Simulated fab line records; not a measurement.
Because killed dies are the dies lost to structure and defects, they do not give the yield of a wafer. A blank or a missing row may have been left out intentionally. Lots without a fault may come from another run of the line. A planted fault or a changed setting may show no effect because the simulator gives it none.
One fault seen from 2 desks -- flow gf180mcu -- every desk sees just its own numbers, and what lay behind them comes last

## DESK OF THE TOOL OWNER: rtp_anneal-02
Per lot that ran on this tool, the mean of the sampled wafers carrying a number, from the tool's own readings at GF_PSD_RTA_13 (time 20 s). Any lot whose mean is over 4 standard deviations away from the usual mean is out of limits and marked OUT; that distance is given in the brackets.
Columns: A = lamp_power_pct at GF_PSD_RTA_13, usual 34.3 %; B = run_length_s at GF_PSD_RTA_13, usual 49.5 s; C = wafer_temp_C_max at GF_PSD_RTA_13, usual 1029.6
lot,first seen here,A,B,C
L109,day 15 04:28,34.0,50.6,1030.1
L117,day 18 01:16,34.0,59.2 (+11) OUT,1028.3
L118,day 18 08:31,34.0,59.0 (+11) OUT,1029.7
L119,day 19 01:12,34.0,54.8 (+6.1) OUT,1029.4
L126,day 21 07:53,34.0,48.3,1029.0
L128,day 22 03:00,34.0,48.0,1030.0
L129,day 22 16:37,34.0,48.1,1029.1
This desk's verdict: out of limits on L117, L118, L119, starting with L117 at day 18 01:16 (run_length_s at GF_PSD_RTA_13). In limits: L109, L126, L128, L129.

## METROLOGY DESK
What the gauges read for every lot (on any tool): the sampled wafers with a number, averaged. Any lot whose mean is over 4 standard deviations away from the usual mean is out of limits and marked OUT; that distance is given in the brackets.
Columns: A = cd_nm at GF_POLY_GATE_CD_MEAS_10, usual 279.8 nm; B = NSD_RS at GF_PSD_RS_MEAS_14, usual 46.18 ohm/sq; C = PSD_RS at GF_PSD_RS_MEAS_15, usual 108.67 ohm/sq
lot,first seen here,A,B,C
L106,day 9 00:24,279.2,46.20,108.74
L107,day 9 11:31,280.3,46.21,108.65
L109,day 9 23:01,278.9,46.18,108.54
L117,day 12 10:42,280.8,44.41 (-24) OUT,104.22 (-19) OUT
L118,day 12 15:34,279.1,44.39 (-24) OUT,104.89 (-16) OUT
L119,day 13 05:04,279.8,45.26 (-12) OUT,106.68 (-8.3) OUT
L124,day 14 21:27,277.6,46.19,108.49
L126,day 15 05:14,279.7,46.22,108.70
L125,day 15 05:14,281.0,46.20,108.64
L127,day 15 07:18,281.4,46.15,108.96
L128,day 16 00:39,280.1,46.19,108.45
L129,day 16 10:02,280.2,46.19,108.72
Per this desk, out of limits: L117, L118, L119; the first was L117, day 18 01:26 (NSD_RS at GF_PSD_RS_MEAS_14). In limits: L106, L107, L109, L124, L126, L125, L127, L128, L129.

## PUT TOGETHER
The tool owner's desk could have raised an alarm at day 18 01:16, on L117, L118, L119.
On L117, L118, L119, the metrology desk was in a position to raise an alarm at day 18 01:26.
GF_PSD_RTA_13 was run on rtp_anneal-02 by each of the lots named.

## WHAT WAS PUT IN BY THE SIMULATOR
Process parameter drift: rtp_anneal-02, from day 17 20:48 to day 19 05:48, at GF_PSD_RTA_13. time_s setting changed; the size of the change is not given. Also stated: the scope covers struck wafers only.
Shown lots that were struck: L117, L118, L119.
Hours from the fault's start to each desk's first reading out of limits: the tool owner's desk, 4; the metrology desk, 5.
